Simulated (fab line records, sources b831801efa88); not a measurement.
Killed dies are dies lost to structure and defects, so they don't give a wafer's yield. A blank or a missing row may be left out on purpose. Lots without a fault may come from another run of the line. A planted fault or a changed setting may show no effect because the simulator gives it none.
fab line records | flow sky130
record lots=6 wafers=18 last_day=50
route steps=708 shown RES_XHIGH@340 SD_N@342 SD_P@359 PAD_OPEN@708
lots that met no fault: from a run of the same line without faults
start_h: hours from the record's first day to the start of the lot's first wafer shown | wait_h: hours since the lot's step before | " the same as in the row above | L1.1+2: a row that stands for several wafers | - no value, or no start given | * or withheld: withheld | < > ~ a bound
route shown NAME@n: a module of which the file shows steps, and the number in the route of the first | usual: mean/standard deviation of fault-free wafers | same: alike in all rows | chamber/n: place in a boat | sites: the reading at each site | _std_site: their standard deviation | _edge_site: outer sites' mean less inner sites' | radius_mm: how far each site lies from the wafer's centre | mask NAME#n: copy n | behind: the tool/chamber that last shaped the wafer | hold: why the lot was held/for how many hours/how that ended | device: the transistor (n, p or np) that didn't switch | end of line: the same wafers' tests at the end of the route | a step without rows: its recipe alone | killed: dies lost to structure and defects at the first sort, not the wafer's yield | map: a wafer's dies, x killed, . not, _ none there
set.NAME: the setting as run; set.NAME@STEP: as run at that earlier step | model.NAME: the simulator's own value behind a step, which no gauge read
lots at some steps of the route; a table a step, a row a wafer
services: from which hour (start_h, from the record's first day; less than 0 if before it) a tool's chamber was out of use, for how many hours, and why
## steps
# step SKY_RES_XHIGH_STRIP_08
# recipe chemistry=O2/N2 power_w=1400 pressure_mtorr=1500 platen_temp_c=withheld o2_flow_sccm=3000 n2_flow_sccm=300 overash_fraction=0.5
# usual drypump_motor_current_A=5.7/0.35 oes_product_au=0.711/0.0048 strip_time_to_endpoint_s=14.29/0.047
# columns lot.wafer tool chamber start_h wait_h drypump_motor_current_A oes_product_au rf_hours_counter_h strip_time_to_endpoint_s
L623.2 plasma_asher-02 1 638.63 0.1 5.9 0.716 94 14.39
L623.5 " 1 " " 5.9 0.707 - 14.35
L623.6 " 0 " " 5.1 0.711 - 14.36
L629.3 plasma_asher-03 1 708.81 0.1 6.1 0.708 - 14.31
L629.4 " 0 " " 5.7 0.706 - 14.35
L629.6 " 0 " " 5.7 0.713 - 14.33
L631.2 plasma_asher-02 1 709.23 0.1 5.9 0.704 101 14.30
L631.3 " 1 " " 5.9 0.717 - 14.34
L631.5 " 0 " " 5.2 0.713 - 14.34
L639.2 plasma_asher-04 0 768.48 0.1 5.1 0.707 96 14.27
L639.3 " 1 " " 5.6 0.708 - 14.26
L639.4 " 0 " " 5.1 0.715 - 14.28
L641.1 plasma_asher-04 1 781.33 0.1 5.6 0.718 98 14.28
L641.2 " 0 " " 5.1 0.712 98 14.34
L641.5 " 0 " " 5.1 0.717 - 14.30
L643.1 plasma_asher-02 0 798.19 0.1 5.1 0.710 5 14.25
L643.3 " 1 " " 5.9 0.708 - 14.25
L643.5 " 0 " " 5.1 0.705 - 14.28
# step SKY_RES_XHIGH_TW_MEAS_09
# usual RES_XHIGH_TW=1639/11
# columns lot.wafer tool chamber start_h wait_h RES_XHIGH_TW
L623.2 film_metro-03 - 638.74 0.1 1635
L623.5 " - " " 1629
L623.6 " - " " 1636
L629.3 film_metro-03 - 708.90 0.1 1619
L629.4 " - " " 1619
L629.6 " - " " 1625
L631.2 film_metro-03 - 709.34 0.1 1623
L631.3 " - " " 1631
L631.5 " - " " 1629
L639.2 film_metro-04 - 768.59 0.1 1653
L639.3 " - " " 1644
L639.4 " - " " 1645
L641.1 film_metro-01 - 781.43 0.1 1650
L641.2 " - " " 1640
L641.5 " - " " 1640
L643.1 film_metro-03 - 798.29 0.1 1622
L643.3 " - " " 1627
L643.5 " - " " 1632
# step SKY_SD_N_DEHYDRATE_00
# recipe temp_c=200 time_s=60
# step SKY_SD_N_HMDS_01
# recipe prime_time_s=60 prime_temp_c=120
# step SKY_SD_N_COAT_02
# recipe resist=NOVOLAK spin_rpm=3000 resist_thk_nm=1140
# step SKY_SD_N_SOFTBAKE_03
# recipe temp_c=90 time_s=60 resist=NOVOLAK
# step SKY_SD_N_EXPOSE_04
# recipe mask_id=NSDM na=0.6 source_shape=conventional sigma_outer=0.6 polarization=unpolarized target_cd_nm=380 dose_mj=141
# step SKY_SD_N_PEB_05
# recipe temp_c=withheld time_s=* resist=NOVOLAK
# step SKY_SD_N_DEVELOP_06
# recipe resist=NOVOLAK developer=TMAH develop_time_s=60 dev_temp_c=23
# step SKY_SD_N_CD_MEAS_07
# recipe target_cd_nm=380
# usual cd_nm=380.0/2.2
# columns lot.wafer tool chamber start_h wait_h cd_nm
L623.2 cd_sem-01 - 667.19 0.1 377.2
L623.5 " - " " 379.4
L623.6 " - " " 377.3
L629.3 cd_sem-01 - 735.98 0.1 380.9
L629.4 " - " " 381.4
L629.6 " - " " 380.5
L631.2 cd_sem-02 - 737.06 0.1 381.1
L631.3 " - " " 379.2
L631.5 " - " " 378.7
L639.2 cd_sem-02 - 794.80 0.1 378.1
L639.3 " - " " 380.8
L639.4 " - " " 379.6
L641.1 cd_sem-02 - 807.13 0.1 377.6
L641.2 " - " " 377.4
L641.5 " - " " 378.9
L643.1 cd_sem-02 - 824.99 0.1 383.6
L643.3 " - " " 382.3
L643.5 " - " " 383.1
# step SKY_SD_N_OVL_MEAS_08
# usual SD_N_OVL=0.8/1.2
# columns lot.wafer tool chamber start_h wait_h SD_N_OVL[nm]
L623.2 overlay-01 - 667.29 0.1 0.8
L623.5 " - " " -0.3
L623.6 " - " " -0.5
L629.3 overlay-01 - 736.07 0.1 0.5
L629.4 " - " " 0.4
L629.6 " - " " 1.7
L631.2 overlay-01 - 737.16 0.1 2.3
L631.3 " - " " 1.8
L631.5 " - " " 2.7
L639.2 overlay-02 - 794.91 0.1 1.4
L639.3 " - " " 2.3
L639.4 " - " " 2.3
L641.1 overlay-02 - 807.25 0.1 1.2
L641.2 " - " " -0.4
L641.5 " - " " 2.6
L643.1 overlay-01 - 825.11 0.1 2.7
L643.3 " - " " 3.4
L643.5 " - " " 3.0
# step SKY_SD_N_IMPLANT_09
# recipe species=As energy_kev=49.55 dose_cm2=4e+15 tilt_deg=0
# step SKY_SD_N_IMPLANT_10
# recipe species=P energy_kev=20 dose_cm2=1e+14 tilt_deg=0
# usual dose_ions_cm2=1.0002e+14/1.2e+11 faraday_current_uA=519/23
# columns lot.wafer tool chamber start_h wait_h dose_ions_cm2 faraday_current_uA
L623.2 implanter-04 0 667.50 0.1 9.981e+13 519
L623.5 " 0 " " 9.99e+13 526
L623.6 " 0 " " 9.99e+13 515
L629.3 implanter-01 0 736.29 0.1 4.521e+13 253
L629.4 " 0 " " 4.53e+13 248
L629.6 " 0 " " 4.518e+13 257
L631.2 implanter-01 0 737.37 0.1 4.495e+13 257
L631.3 " 0 " " 4.503e+13 248
L631.5 " 0 " " 4.501e+13 254
L639.2 implanter-04 0 795.11 0.1 9.994e+13 503
L639.3 " 0 " " 1.0024e+14 492
L639.4 " 0 " " 9.988e+13 492
L641.1 implanter-01 0 807.44 0.1 9.992e+13 504
L641.2 " 0 " " 9.991e+13 526
L641.5 " 0 " " 1.0005e+14 520
L643.1 implanter-03 0 825.29 0.1 1.0004e+14 541
L643.3 " 0 " " 1.0007e+14 566
L643.5 " 0 " " 1.0014e+14 549
# step SKY_SD_N_STRIP_11
# recipe chemistry=O2/N2 power_w=1400 pressure_mtorr=1500 platen_temp_c=withheld o2_flow_sccm=3000 n2_flow_sccm=300 overash_fraction=0.5
# usual drypump_motor_current_A=5.6/0.34 oes_product_au=0.529/0.0046 strip_time_to_endpoint_s=22.47/0.044
# columns lot.wafer tool chamber start_h wait_h drypump_motor_current_A oes_product_au rf_hours_counter_h strip_time_to_endpoint_s
L623.2 plasma_asher-03 0 667.62 0.1 5.7 0.524 54 22.50
L623.5 " 1 " " 6.1 0.530 - 22.49
L623.6 " 0 " " 5.7 0.522 - 22.50
L629.3 plasma_asher-04 0 736.43 0.1 5.1 0.527 - 22.44
L629.4 " 1 " " 5.6 0.532 - 22.36
L629.6 " 0 " " 5.1 0.526 - 22.40
L631.2 plasma_asher-03 1 737.49 0.1 6.1 0.534 61 22.40
L631.3 " 0 " " 5.7 0.528 - 22.41
L631.5 " 1 " " 6.1 0.527 - 22.46
L639.2 plasma_asher-03 0 795.24 0.1 5.7 0.530 66 22.44
L639.3 " 0 " " 5.7 0.526 - 22.45
L639.4 " 1 " " 6.0 0.521 - 22.44
L641.1 plasma_asher-04 1 807.59 0.1 5.6 0.533 101 22.47
L641.2 " 0 " " 5.1 0.529 101 22.49
L641.5 " 1 " " 5.6 0.524 - 22.49
L643.1 plasma_asher-04 1 825.44 0.1 5.7 0.527 102 22.47
L643.3 " 0 " " 5.1 0.524 - 22.52
L643.5 " 1 " " 5.7 0.528 - 22.47
# step SKY_SD_N_TW_MEAS_12
# usual SD_N_TW=3971/30
# columns lot.wafer tool chamber start_h wait_h SD_N_TW
L623.2 film_metro-03 - 667.73 0.1 3939
L623.5 " - " " 3959
L623.6 " - " " 3950
L629.3 film_metro-04 - 736.51 0.1 3997
L629.4 " - " " 3992
L629.6 " - " " 4001
L631.2 film_metro-03 - 737.60 0.1 3983
L631.3 " - " " 3993
L631.5 " - " " 3959
L639.2 film_metro-01 - 795.35 0.1 3956
L639.3 " - " " 3977
L639.4 " - " " 3974
L641.1 film_metro-01 - 807.69 0.1 3964
L641.2 " - " " 3992
L641.5 " - " " 3965
L643.1 film_metro-04 - 825.54 0.1 4017
L643.3 " - " " 4027
L643.5 " - " " 4020
# step SKY_SD_N_CLEAN_13
# recipe chemistry=SC1/SC2 mix=1:4:20 temp_c=70 time_s=150 dry=n2_spin
# step SKY_SD_N_RTA_14
# recipe temp_c=1075 time_s=2 idle_temp_c=650 ramp_up_c_per_s=150 ramp_down_c_per_s=90 ambient=N2
# usual lamp_power_pct=15.74/0.053 wafer_temp_C_max=1078.0/1.5
# columns lot.wafer tool chamber start_h wait_h lamp_power_pct wafer_temp_C_max
L623.2 rtp_anneal-02 0 667.84 0.0 15.84 1078.9
L623.5 " 0 " " 15.68 1080.1
L623.6 " 0 " " 15.78 1077.8
L629.3 rtp_anneal-02 0 736.62 0.0 15.81 1077.9
L629.4 " 0 " " 15.78 1078.1
L629.6 " 0 " " 15.67 1079.3
L631.2 rtp_anneal-02 0 737.72 0.0 15.84 1078.4
L631.3 " 0 " " 15.73 1076.1
L631.5 " 0 " " 15.61 1076.2
L639.2 rtp_anneal-02 0 795.46 0.0 15.87 1078.5
L639.3 " 0 " " 15.74 1079.4
L639.4 " 0 " " 15.75 1074.8
L641.1 rtp_anneal-02 0 807.80 0.0 15.71 1079.9
L641.2 " 0 " " 15.78 1078.8
L641.5 " 0 " " 15.72 1080.6
L643.1 rtp_anneal-02 0 825.66 0.0 15.76 1076.2
L643.3 " 0 " " 15.73 1076.7
L643.5 " 0 " " 15.70 1075.7
# step SKY_SD_N_RS_MEAS_16
# recipe thk_meas_gauge=four-point-probe
# usual SD_N_RS=68.86/0.15
# columns lot.wafer tool chamber start_h wait_h hold SD_N_RS[ohm/sq]
L623.2 film_metro-01 - 668.03 0.1 - 69.00
L623.5 " - " " - 68.81
L623.6 " - " " - 68.84
L629.3 film_metro-04 - 736.82 0.1 await_dispo/0.2h/release 70.08
L629.4 " - " " await_dispo/0.2h/release 70.18
L629.6 " - " " await_dispo/0.2h/release 70.15
L629.3 film_metro-04 - 737.18 0.3 - 70.05
L629.4 " - " " - 70.14
L629.6 " - " " - 70.45
L631.2 film_metro-03 - 737.90 0.1 await_dispo/0.2h/release 69.93
L631.3 " - " " await_dispo/0.2h/release 70.07
L631.5 " - " " await_dispo/0.2h/release 69.91
L631.2 film_metro-03 - 738.26 0.3 - 70.15
L631.3 " - " " - 70.04
L631.5 " - " " - 70.19
L639.2 film_metro-03 - 795.64 0.1 - 68.66
L639.3 " - " " - 68.80
L639.4 " - " " - 68.80
L641.1 film_metro-04 - 807.98 0.1 - 69.03
L641.2 " - " " - 69.12
L641.5 " - " " - 69.12
L643.1 film_metro-01 - 825.83 0.1 - 68.75
L643.3 " - " " - 68.82
L643.5 " - " " - 68.93
# step SKY_SD_N_RS_MEAS_17
# recipe thk_meas_gauge=four-point-probe
# usual SD_P_RS=146.9/0.43
# columns lot.wafer tool chamber start_h wait_h hold SD_P_RS[ohm/sq]
L623.2 film_metro-01 - 668.15 0.1 - 146.9
L623.5 " - " " - 146.6
L623.6 " - " " - 147.4
L629.3 film_metro-04 - 739.00 1.8 await_dispo/1.7h/release 146.7
L629.4 " - " " await_dispo/1.7h/release 147.1
L629.6 " - " " await_dispo/1.7h/release 147.3
L631.2 film_metro-03 - 741.47 3.2 await_dispo/3.1h/release 146.6
L631.3 " - " " await_dispo/3.1h/release 146.7
L631.5 " - " " await_dispo/3.1h/release 146.8
L639.2 film_metro-03 - 795.76 0.1 - 146.5
L639.3 " - " " - 146.5
L639.4 " - " " - 146.4
L641.1 film_metro-04 - 808.10 0.1 - 147.1
L641.2 " - " " - 147.6
L641.5 " - " " - 147.5
L643.1 film_metro-01 - 825.95 0.1 - 147.1
L643.3 " - " " - 147.2
L643.5 " - " " - 147.0
# step SKY_PAD_OPEN_PROBE_99
# usual killed_at_M0_to_M3=44/7.3 killed_at_M4_up=3.3/1.8 killed_at_contacts=24/5.3 killed_at_front_end=16/5 killed_at_other=0.2/0.51 killed_dies=87/10 killed_open=47/7.5 killed_short=40/6.3
# same gross_dies=492 killed_at_back_side=0
# columns lot.wafer tool chamber start_h wait_h killed_at_M0_to_M3 killed_at_M4_up killed_at_contacts killed_at_front_end killed_at_other killed_dies killed_open killed_short model.etest.res_ndiff.rs_ohm_sq
L623.2 prober-02 - 1094.30 0.1 54 3 23 15 0 95 55 40 121.1
L623.5 prober-02 - 1094.45 0.2 53 2 30 11 1 97 52 45 120.2
L623.6 prober-02 - 1094.50 0.2 30 1 33 14 1 79 36 43 120.2
L629.3 prober-02 - 1142.30 0.2 35 5 26 14 1 81 39 42 121.7
L629.4 prober-02 - 1142.35 0.2 38 5 36 7 1 87 43 44 122.7
L629.6 prober-02 - 1142.45 0.2 42 4 27 20 0 93 48 45 122.8
L631.2 prober-02 - 1144.55 0.1 36 5 24 17 0 82 38 44 121.4
L631.3 prober-02 - 1144.60 0.2 38 2 15 13 0 68 37 31 121
L631.5 prober-02 - 1144.70 0.2 43 3 21 11 1 79 43 36 121.8
L639.2 prober-02 - 1182.31 0.1 40 2 29 11 0 82 46 36 119.3
L639.3 prober-02 - 1182.36 0.2 45 3 20 16 0 84 48 36 119
L639.4 prober-02 - 1182.41 0.2 35 9 27 13 0 84 44 40 120.5
L641.1 prober-02 - 1194.61 0.1 37 1 22 14 0 74 46 28 119.9
L641.2 prober-02 - 1194.66 0.1 44 2 30 24 0 100 53 47 120.5
L641.5 prober-02 - 1194.81 0.2 38 3 26 18 0 85 54 31 120
L643.1 prober-02 - 1200.56 0.1 57 4 24 22 0 107 56 51 120.4
L643.3 prober-02 - 1200.66 0.2 56 3 20 15 0 94 46 48 119.3
L643.5 prober-02 - 1200.76 0.2 66 4 28 20 0 118 62 56 120.8
# killed by level:class
L623.2 VIA1:geometric_particle:open=11 CONTACT:geometric_particle:open=11 VIA2:geometric_particle:open=10 METAL1:geometric_particle:short=9 LI_CONTACT:geometric_particle:open=7 METAL2:geometric_particle:short=6 VIA3:geometric_particle:open=6 POLY_GATE:geometric_particle:short=4
L623.5 VIA1:geometric_particle:open=14 LI_CONTACT:geometric_particle:open=10 VIA3:geometric_particle:open=8 CONTACT:geometric_particle:open=8 VIA3:geometric_particle:short=7 VIA2:geometric_particle:open=6 CONTACT:geometric_particle:short=5 METAL2:geometric_particle:short=5
L623.6 CONTACT:geometric_particle:short=12 LI_CONTACT:geometric_particle:open=8 CONTACT:geometric_particle:open=8 METAL1:geometric_particle:short=8 VIA2:geometric_particle:open=6 VIA1:geometric_particle:open=5 FIELD_ISO:geometric_particle:open=4 POLY_GATE:geometric_particle:short=4
L629.3 CONTACT:geometric_particle:open=9 CONTACT:geometric_particle:short=6 VIA1:geometric_particle:open=6 LI_CONTACT:geometric_particle:open=5 VIA1:geometric_particle:short=5 FIELD_ISO:geometric_particle:short=4 METAL3:geometric_particle:short=4 METAL1:geometric_particle:short=4
L629.4 CONTACT:geometric_particle:open=15 VIA1:geometric_particle:open=12 CONTACT:geometric_particle:short=10 LI_CONTACT:geometric_particle:open=5 METAL2:geometric_particle:short=5 METAL1:geometric_particle:short=4 VIA1:geometric_particle:short=4 VIA2:geometric_particle:open=4
L629.6 VIA1:geometric_particle:open=12 CONTACT:geometric_particle:open=9 VIA3:geometric_particle:open=7 CONTACT:geometric_particle:short=6 POLY_GATE:geometric_particle:open=6 VIA1:geometric_particle:short=6 METAL2:geometric_particle:short=5 LI_CONTACT:geometric_particle:open=4
L631.2 CONTACT:geometric_particle:open=10 VIA1:geometric_particle:short=7 VIA3:geometric_particle:open=7 POLY_GATE:geometric_particle:short=6 POLY_GATE:geometric_particle:open=6 METAL1:geometric_particle:short=6 LI_CONTACT:geometric_particle:open=5 CONTACT:geometric_particle:short=4
L631.3 VIA1:geometric_particle:open=8 VIA1:geometric_particle:short=6 FIELD_ISO:geometric_particle:short=5 FIELD_ISO:geometric_particle:open=5 CONTACT:geometric_particle:open=5 LI_CONTACT:geometric_particle:open=4 CONTACT:geometric_particle:short=4 VIA2:geometric_particle:short=4
L631.5 VIA1:geometric_particle:open=11 CONTACT:geometric_particle:short=7 LI_CONTACT:geometric_particle:open=6 VIA2:geometric_particle:open=6 VIA3:geometric_particle:open=6 POLY_GATE:geometric_particle:short=5 CONTACT:geometric_particle:open=5 METAL1:geometric_particle:short=4
L639.2 VIA1:geometric_particle:open=11 LI_CONTACT:geometric_particle:open=9 CONTACT:geometric_particle:open=9 CONTACT:geometric_particle:short=7 VIA3:geometric_particle:short=6 FIELD_ISO:geometric_particle:short=4 FIELD_ISO:geometric_particle:open=4 VIA2:geometric_particle:short=4
L639.3 VIA2:geometric_particle:open=12 METAL1:geometric_particle:short=8 LOCAL_INTERCONNECT:geometric_particle:short=7 VIA1:geometric_particle:open=7 FIELD_ISO:geometric_particle:open=6 CONTACT:geometric_particle:open=6 LI_CONTACT:geometric_particle:open=5 METAL2:geometric_particle:short=4
L639.4 CONTACT:geometric_particle:open=12 VIA1:geometric_particle:open=8 VIA3:geometric_particle:open=6 LI_CONTACT:geometric_particle:short=6 LI_CONTACT:geometric_particle:open=5 VIA2:geometric_particle:open=5 METAL4:geometric_particle:short=5 FIELD_ISO:geometric_particle:short=4
L641.1 CONTACT:geometric_particle:open=14 VIA1:geometric_particle:open=12 FIELD_ISO:geometric_particle:open=9 VIA2:geometric_particle:open=5 CONTACT:geometric_particle:short=4 METAL1:geometric_particle:short=4 METAL2:geometric_particle:short=4 VIA3:geometric_particle:open=3
L641.2 CONTACT:geometric_particle:open=10 VIA1:geometric_particle:short=8 LI_CONTACT:geometric_particle:open=8 POLY_GATE:geometric_particle:open=7 VIA1:geometric_particle:open=7 VIA3:geometric_particle:open=7 METAL2:geometric_particle:short=6 FIELD_ISO:geometric_particle:short=5
L641.5 VIA1:geometric_particle:open=14 CONTACT:geometric_particle:open=13 VIA2:geometric_particle:open=9 POLY_GATE:geometric_particle:open=7 METAL2:geometric_particle:short=7 FIELD_ISO:geometric_particle:short=5 LI_CONTACT:geometric_particle:open=4 LOCAL_INTERCONNECT:geometric_particle:short=4
L643.1 VIA1:geometric_particle:open=10 VIA2:geometric_particle:open=9 CONTACT:geometric_particle:open=8 VIA1:geometric_particle:short=7 METAL2:geometric_particle:short=7 VIA3:geometric_particle:open=7 FIELD_ISO:geometric_particle:short=6 LI_CONTACT:geometric_particle:open=6
L643.3 VIA1:geometric_particle:open=10 FIELD_ISO:geometric_particle:short=9 VIA1:geometric_particle:short=9 VIA3:geometric_particle:open=9 VIA2:geometric_particle:open=8 CONTACT:geometric_particle:open=7 VIA2:geometric_particle:short=7 METAL2:geometric_particle:short=5
L643.5 VIA1:geometric_particle:open=15 METAL2:geometric_particle:short=13 METAL1:geometric_particle:short=9 VIA2:geometric_particle:open=9 LI_CONTACT:geometric_particle:open=7 CONTACT:geometric_particle:open=7 CONTACT:geometric_particle:short=7 VIA3:geometric_particle:open=6
## services
# columns tool chamber start_h hours kind
implanter-01 - 616.37 3.1 pm
implanter-03 - 628.96 5.4 repair
plasma_asher-02 - 636.01 2.1 repair
implanter-03 - 640.26 2.5 repair
plasma_asher-04 - 660.70 3.5 repair
implanter-03 - 666.11 3.0 repair
implanter-03 - 669.73 3.2 pm
plasma_asher-02 - 672.43 3.5 repair
plasma_asher-04 - 704.86 4.5 repair
implanter-01 - 705.49 20.0 pm
implanter-04 - 723.87 4.7 pm
implanter-01 - 729.40 2.7 repair
plasma_asher-02 - 733.75 9.0 pm
plasma_asher-02 0 733.75 9.0 vent_cycle
plasma_asher-02 1 733.75 9.0 vent_cycle
implanter-03 - 735.03 2.5 repair
plasma_asher-02 0 742.75 - clean
plasma_asher-02 - 755.00 0.4 repair
plasma_asher-02 - 756.60 2.8 pm
plasma_asher-03 - 767.61 3.6 repair
implanter-04 - 795.97 3.9 repair
implanter-01 - 819.64 2.6 repair
plasma_asher-04 - 820.85 1.5 repair
implanter-01 - 824.53 2.6 pm
## key
first_sign step=SKY_SD_N_IMPLANT_10 reading=dose_ions_cm2 direction=down sigmas=99+ usual=* struck=*
effect step=SKY_SD_N_IMPLANT_10 reading=faraday_current_uA direction=down sigmas=12 usual=519 struck=253
effect step=SKY_SD_N_RS_MEAS_16 reading=visit direction=added
effect step=SKY_SD_N_RS_MEAS_16 reading=SD_N_RS direction=up sigmas=8.1 usual=68.86 struck=70.05
model_effect step=SKY_PAD_OPEN_PROBE_99 value=etest.res_ndiff.rs_ohm_sq without=120.1 struck=121.9
met_at SKY_SD_N_IMPLANT_10
struck_wafers L629.3,L629.4,L629.6,L631.2,L631.3,L631.5
tester_left_out L629,L631
fault kind=process_parameter_drift tool=implanter-01 chamber=- onset_h=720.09 steps=SKY_SD_N_IMPLANT_10 channel=dose_cm2 offset=* shape=step end_h=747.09 acts_in=* stated=*
# tester_left_out: of these lots the tester's yield and bins aren't shown, on N5 and GAA mostly nor the transistor test; their killed dies are dies lost to structure and defects alone, not to doping, threshold or leakage, so they don't give the yield
